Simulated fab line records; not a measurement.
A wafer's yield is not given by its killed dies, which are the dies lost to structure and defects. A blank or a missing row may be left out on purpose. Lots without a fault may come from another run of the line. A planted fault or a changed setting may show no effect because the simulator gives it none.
Which tool did it? || flow gf180mcu || Sampling: 15 lots, 45 wafers, 5 of 602 route steps

## WHAT THE GAUGES SHOWED, per wafer
GF_PSD_CD_MEAS_07 targets a cd of 400 nm. Usual: 399.3 nm for cd nm, sd 2.
{"lot": "L184", "measured": "day 14 10:05", "on": "cd sem-02", "cd nm (nm)": "395.3 397.1 397.0", "flag": ""}
{"lot": "L185", "measured": "day 14 14:11", "on": "cd sem-02", "cd nm (nm)": "397.5 399.6 397.4", "flag": ""}
{"lot": "L186", "measured": "day 15 04:38", "on": "cd sem-01", "cd nm (nm)": "398.0 398.3 396.9", "flag": ""}
{"lot": "L187", "measured": "day 15 17:20", "on": "cd sem-02", "cd nm (nm)": "396.1 397.8 399.7", "flag": ""}
{"lot": "L188", "measured": "day 15 22:34", "on": "cd sem-01", "cd nm (nm)": "399.9 399.7 405.0", "flag": ""}
{"lot": "L189", "measured": "day 16 04:03", "on": "cd sem-01", "cd nm (nm)": "399.7 401.0 400.5", "flag": ""}
{"lot": "L192", "measured": "day 17 08:14", "on": "cd sem-02", "cd nm (nm)": "398.4 398.6 399.6", "flag": ""}
{"lot": "L193", "measured": "day 17 19:17", "on": "cd sem-01", "cd nm (nm)": "397.2 397.2 398.4", "flag": ""}
{"lot": "L195", "measured": "day 18 11:09", "on": "cd sem-01", "cd nm (nm)": "398.9 398.3 399.8", "flag": ""}
{"lot": "L196", "measured": "day 18 20:09", "on": "cd sem-02", "cd nm (nm)": "401.5 401.6 403.4", "flag": ""}
{"lot": "L197", "measured": "day 19 01:43", "on": "cd sem-02", "cd nm (nm)": "401.4 403.4 403.8", "flag": ""}
{"lot": "L201", "measured": "day 21 05:31", "on": "cd sem-01", "cd nm (nm)": "400.9 401.8 400.7", "flag": ""}
{"lot": "L204", "measured": "day 21 21:46", "on": "cd sem-02", "cd nm (nm)": "399.5 399.4 398.8", "flag": ""}
{"lot": "L205", "measured": "day 22 02:10", "on": "cd sem-02", "cd nm (nm)": "401.4 400.5 399.4", "flag": ""}
{"lot": "L206", "measured": "day 22 09:25", "on": "cd sem-02", "cd nm (nm)": "395.9 399.3 396.2", "flag": ""}

GF_PSD_RS_MEAS_14: the measuring method here is four-point-probe. Usual: NSD_RS 46.12 ohm/sq, standard deviation 0.081.
{"lot": "L184", "measured": "day 14 10:41", "on": "film metro-04", "NSD_RS (ohm/sq)": "46.30 46.14 46.14", "flag": ""}
{"lot": "L185", "measured": "day 14 14:47", "on": "film metro-04", "NSD_RS (ohm/sq)": "46.15 46.10 46.04", "flag": ""}
{"lot": "L186", "measured": "day 15 05:14", "on": "film metro-04", "NSD_RS (ohm/sq)": "46.22 46.19 46.24", "flag": ""}
{"lot": "L187", "measured": "day 15 17:56", "on": "film metro-03", "NSD_RS (ohm/sq)": "46.16 46.06 46.03", "flag": ""}
{"lot": "L188", "measured": "day 15 23:10", "on": "film metro-01", "NSD_RS (ohm/sq)": "46.00 46.04 46.00", "flag": ""}
{"lot": "L189", "measured": "day 16 04:39", "on": "film metro-01", "NSD_RS (ohm/sq)": "46.07 45.97 46.00", "flag": ""}
{"lot": "L192", "measured": "day 17 08:50", "on": "film metro-03", "NSD_RS (ohm/sq)": "46.13 46.28 46.14", "flag": ""}
{"lot": "L193", "measured": "day 17 19:56", "on": "film metro-03", "NSD_RS (ohm/sq)": "46.13 46.13 46.15", "flag": ""}
{"lot": "L195", "measured": "day 18 11:47", "on": "film metro-04", "NSD_RS (ohm/sq)": "53.16 53.25 53.16", "flag": "OFF"}
{"lot": "L196", "measured": "day 18 20:45", "on": "film metro-03", "NSD_RS (ohm/sq)": "53.15 53.12 53.13", "flag": "OFF"}
{"lot": "L197", "measured": "day 19 02:25", "on": "film metro-01", "NSD_RS (ohm/sq)": "52.99 53.09 53.02", "flag": "OFF"}
{"lot": "L201", "measured": "day 21 06:07", "on": "film metro-03", "NSD_RS (ohm/sq)": "46.20 46.19 46.14", "flag": ""}
{"lot": "L204", "measured": "day 21 22:22", "on": "film metro-03", "NSD_RS (ohm/sq)": "46.01 46.13 46.17", "flag": ""}
{"lot": "L205", "measured": "day 22 02:47", "on": "film metro-01", "NSD_RS (ohm/sq)": "46.05 46.12 46.17", "flag": ""}
{"lot": "L206", "measured": "day 22 10:01", "on": "film metro-01", "NSD_RS (ohm/sq)": "45.98 46.11 46.09", "flag": ""}

GF_M1_OVL_MEAS_15. Usual: M1_OVL -4 nm, standard deviation 5.5.
{"lot": "L184", "measured": "day 17 06:53", "on": "overlay-02", "M1_OVL (nm)": "-18 -9 -13", "flag": ""}
{"lot": "L185", "measured": "day 17 12:13", "on": "overlay-01", "M1_OVL (nm)": "-3 -4 -8", "flag": ""}
{"lot": "L186", "measured": "day 18 04:16", "on": "overlay-02", "M1_OVL (nm)": "-3 -8 -7", "flag": ""}
{"lot": "L187", "measured": "day 18 16:42", "on": "overlay-02", "M1_OVL (nm)": "-3 4 -4", "flag": ""}
{"lot": "L188", "measured": "day 19 00:25", "on": "overlay-02", "M1_OVL (nm)": "-1 -6 -9", "flag": ""}
{"lot": "L189", "measured": "day 19 05:47", "on": "overlay-01", "M1_OVL (nm)": "-4 -3 1", "flag": ""}
{"lot": "L192", "measured": "day 20 12:40", "on": "overlay-02", "M1_OVL (nm)": "-3 -1 -3", "flag": ""}
{"lot": "L193", "measured": "day 21 00:02", "on": "overlay-02", "M1_OVL (nm)": "-13 -15 -8", "flag": ""}
{"lot": "L201", "measured": "day 24 05:35", "on": "overlay-02", "M1_OVL (nm)": "-5 -4 2", "flag": ""}
{"lot": "L204", "measured": "day 24 20:58", "on": "overlay-02", "M1_OVL (nm)": "-5 -11 -6", "flag": ""}
{"lot": "L205", "measured": "day 25 01:32", "on": "overlay-02", "M1_OVL (nm)": "-8 -5 1", "flag": ""}
{"lot": "L206", "measured": "day 25 07:20", "on": "overlay-02", "M1_OVL (nm)": "-1 -3 7", "flag": ""}

## EACH LOT AND THE TOOL THAT RAN IT (in order: tool; ch and the chambers of the sampled wafers; start)
{"lot": "L184", "GF_NSD_IMPLANT_10": "implanter-01 ch 0, day 13 13:54", "GF_NSD_STRIP_11": "plasma asher-04 ch 0,1, day 13 14:03"}
{"lot": "L185", "GF_NSD_IMPLANT_10": "implanter-03 ch 0, day 13 17:03", "GF_NSD_STRIP_11": "plasma asher-04 ch 0,1, day 13 17:11"}
{"lot": "L186", "GF_NSD_IMPLANT_10": "implanter-03 ch 0, day 14 07:49", "GF_NSD_STRIP_11": "plasma asher-04 ch 0,1, day 14 07:57"}
{"lot": "L187", "GF_NSD_IMPLANT_10": "implanter-04 ch 0, day 14 19:54", "GF_NSD_STRIP_11": "plasma asher-03 ch 0,1, day 14 20:03"}
{"lot": "L188", "GF_NSD_IMPLANT_10": "implanter-03 ch 0, day 15 00:53", "GF_NSD_STRIP_11": "plasma asher-01 ch 0, day 15 01:01"}
{"lot": "L189", "GF_NSD_IMPLANT_10": "implanter-03 ch 0, day 15 06:52", "GF_NSD_STRIP_11": "plasma asher-03 ch 0,1, day 15 06:59"}
{"lot": "L192", "GF_NSD_IMPLANT_10": "implanter-01 ch 0, day 16 09:59", "GF_NSD_STRIP_11": "plasma asher-03 ch 0,1, day 16 10:08"}
{"lot": "L193", "GF_NSD_IMPLANT_10": "implanter-04 ch 0, day 16 20:08", "GF_NSD_STRIP_11": "plasma asher-04 ch 0,1, day 16 20:17"}
{"lot": "L195", "GF_NSD_IMPLANT_10": "implanter-04, day 17 11:02", "GF_NSD_STRIP_11": "plasma asher-01 ch 0,1, day 17 11:10"}
{"lot": "L196", "GF_NSD_IMPLANT_10": "implanter-01, day 17 20:16", "GF_NSD_STRIP_11": "plasma asher-03 ch 0, day 17 20:23"}
{"lot": "L197", "GF_NSD_IMPLANT_10": "implanter-01, day 18 01:26", "GF_NSD_STRIP_11": "plasma asher-04 ch 0,1, day 18 01:35"}
{"lot": "L201", "GF_NSD_IMPLANT_10": "implanter-01 ch 0, day 20 05:02", "GF_NSD_STRIP_11": "plasma asher-01 ch 0, day 20 05:11"}
{"lot": "L204", "GF_NSD_IMPLANT_10": "implanter-01 ch 0, day 20 22:31", "GF_NSD_STRIP_11": "plasma asher-03 ch 0,1, day 20 22:37"}
{"lot": "L205", "GF_NSD_IMPLANT_10": "implanter-01 ch 0, day 21 02:13", "GF_NSD_STRIP_11": "plasma asher-01 ch 0,1, day 21 02:22"}
{"lot": "L206", "GF_NSD_IMPLANT_10": "implanter-03 ch 0, day 21 10:34", "GF_NSD_STRIP_11": "plasma asher-04 ch 0,1, day 21 10:43"}
- GF_NSD_IMPLANT_10
- GF_NSD_STRIP_11: strips in O2/N2.

## WHAT THE TOOLS THEMSELVES READ (means of the sampled wafers that have a number; where no wafer has one, the mark that the record gives instead)
GF_NSD_IMPLANT_10. Usual: beam energy keV 39.998, standard deviation 0.013; beam on s 9.98 s, standard deviation 0.2.
{"lot": "L184", "tool": "implanter-01", "beam energy keV": 39.992, "beam on s (s)": 9.91, "flag": ""}
{"lot": "L185", "tool": "implanter-03", "beam energy keV": 39.988, "beam on s (s)": 10.16, "flag": ""}
{"lot": "L186", "tool": "implanter-03", "beam energy keV": 40.012, "beam on s (s)": 10.07, "flag": ""}
{"lot": "L187", "tool": "implanter-04", "beam energy keV": 40.007, "beam on s (s)": 10.17, "flag": ""}
{"lot": "L188", "tool": "implanter-03", "beam energy keV": 40.003, "beam on s (s)": 10.05, "flag": ""}
{"lot": "L189", "tool": "implanter-03", "beam energy keV": 39.984, "beam on s (s)": 10.00, "flag": ""}
{"lot": "L192", "tool": "implanter-01", "beam energy keV": 40.002, "beam on s (s)": 9.94, "flag": ""}
{"lot": "L193", "tool": "implanter-04", "beam energy keV": 40.010, "beam on s (s)": 10.06, "flag": ""}
{"lot": "L195", "tool": "implanter-04", "beam energy keV": "-", "beam on s (s)": "-", "flag": "OFF"}
{"lot": "L196", "tool": "implanter-01", "beam energy keV": "-", "beam on s (s)": "-", "flag": "OFF"}
{"lot": "L197", "tool": "implanter-01", "beam energy keV": "-", "beam on s (s)": "-", "flag": "OFF"}
{"lot": "L201", "tool": "implanter-01", "beam energy keV": 39.988, "beam on s (s)": 10.06, "flag": ""}
{"lot": "L204", "tool": "implanter-01", "beam energy keV": 39.979, "beam on s (s)": 9.94, "flag": ""}
{"lot": "L205", "tool": "implanter-01", "beam energy keV": 40.003, "beam on s (s)": 9.94, "flag": ""}
{"lot": "L206", "tool": "implanter-03", "beam energy keV": 39.989, "beam on s (s)": 9.86, "flag": ""}

GF_NSD_STRIP_11. Usual: drypump motor current A 5.60 A, standard deviation 0.25; heater power w 347 W, standard deviation 26; oes product au 0.487 a.u., standard deviation 0.0047; strip time to endpoint s 22.94 s, standard deviation 0.039.
{"lot": "L184", "tool": "plasma asher-04", "drypump motor current A (A)": 5.47, "heater power w (W)": 320, "oes product au (a.u.)": 0.484, "strip time to endpoint s (s)": 22.97, "flag": ""}
{"lot": "L185", "tool": "plasma asher-04", "drypump motor current A (A)": 5.48, "heater power w (W)": 321, "oes product au (a.u.)": 0.493, "strip time to endpoint s (s)": 22.92, "flag": ""}
{"lot": "L186", "tool": "plasma asher-04", "drypump motor current A (A)": 5.49, "heater power w (W)": 322, "oes product au (a.u.)": 0.491, "strip time to endpoint s (s)": 22.90, "flag": ""}
{"lot": "L187", "tool": "plasma asher-03", "drypump motor current A (A)": 5.45, "heater power w (W)": 331, "oes product au (a.u.)": 0.489, "strip time to endpoint s (s)": 22.99, "flag": ""}
{"lot": "L188", "tool": "plasma asher-01", "drypump motor current A (A)": 5.88, "heater power w (W)": 388, "oes product au (a.u.)": 0.486, "strip time to endpoint s (s)": 22.92, "flag": ""}
{"lot": "L189", "tool": "plasma asher-03", "drypump motor current A (A)": 5.64, "heater power w (W)": 340, "oes product au (a.u.)": 0.479, "strip time to endpoint s (s)": 22.88, "flag": ""}
{"lot": "L192", "tool": "plasma asher-03", "drypump motor current A (A)": 5.47, "heater power w (W)": 331, "oes product au (a.u.)": 0.491, "strip time to endpoint s (s)": 22.96, "flag": ""}
{"lot": "L193", "tool": "plasma asher-04", "drypump motor current A (A)": 5.48, "heater power w (W)": 325, "oes product au (a.u.)": 0.483, "strip time to endpoint s (s)": 22.92, "flag": ""}
{"lot": "L195", "tool": "plasma asher-01", "drypump motor current A (A)": 5.75, "heater power w (W)": 385, "oes product au (a.u.)": 0.496, "strip time to endpoint s (s)": 22.45, "flag": "OFF"}
{"lot": "L196", "tool": "plasma asher-03", "drypump motor current A (A)": 5.85, "heater power w (W)": 340, "oes product au (a.u.)": 0.491, "strip time to endpoint s (s)": 22.38, "flag": "OFF"}
{"lot": "L197", "tool": "plasma asher-04", "drypump motor current A (A)": 5.47, "heater power w (W)": 328, "oes product au (a.u.)": 0.493, "strip time to endpoint s (s)": 22.46, "flag": "OFF"}
{"lot": "L201", "tool": "plasma asher-01", "drypump motor current A (A)": 5.87, "heater power w (W)": 387, "oes product au (a.u.)": 0.485, "strip time to endpoint s (s)": 22.97, "flag": ""}
{"lot": "L204", "tool": "plasma asher-03", "drypump motor current A (A)": 5.46, "heater power w (W)": 337, "oes product au (a.u.)": 0.490, "strip time to endpoint s (s)": 23.03, "flag": ""}
{"lot": "L205", "tool": "plasma asher-01", "drypump motor current A (A)": 5.76, "heater power w (W)": 379, "oes product au (a.u.)": 0.487, "strip time to endpoint s (s)": 22.96, "flag": ""}
{"lot": "L206", "tool": "plasma asher-04", "drypump motor current A (A)": 5.63, "heater power w (W)": 338, "oes product au (a.u.)": 0.487, "strip time to endpoint s (s)": 22.96, "flag": ""}

## THE ANSWER, worked out from the rows above alone
Rule: lot off if the mean of its wafers having a number is beyond 3 standard deviations from the usual mean. A lot without any number at a reading at which 4 lots or more have one is off too. The other lots that the step has rows for count as sound. The gauges are gone through in route order, then the tools' own readings, and for those a lot's mean is taken as printed above. The first step at which some lot is off is used, and at that step the reading that is off furthest; a lot without a number counts as furthest.
Off: at GF_PSD_RS_MEAS_14 (NSD_RS), L195, L196, L197.
If a tool, at a process step before that reading, ran all the lots that are off and no sound lot after the first of them, it fits. The gauges at GF_PSD_RS_MEAS_14 aren't tried: what is off there is off at GF_NSD_IMPLANT_10 too, on other tools, and a gauge's error can't cause that. Not one of the candidates tried fits.

## WHAT THE SIMULATOR HAD PUT IN
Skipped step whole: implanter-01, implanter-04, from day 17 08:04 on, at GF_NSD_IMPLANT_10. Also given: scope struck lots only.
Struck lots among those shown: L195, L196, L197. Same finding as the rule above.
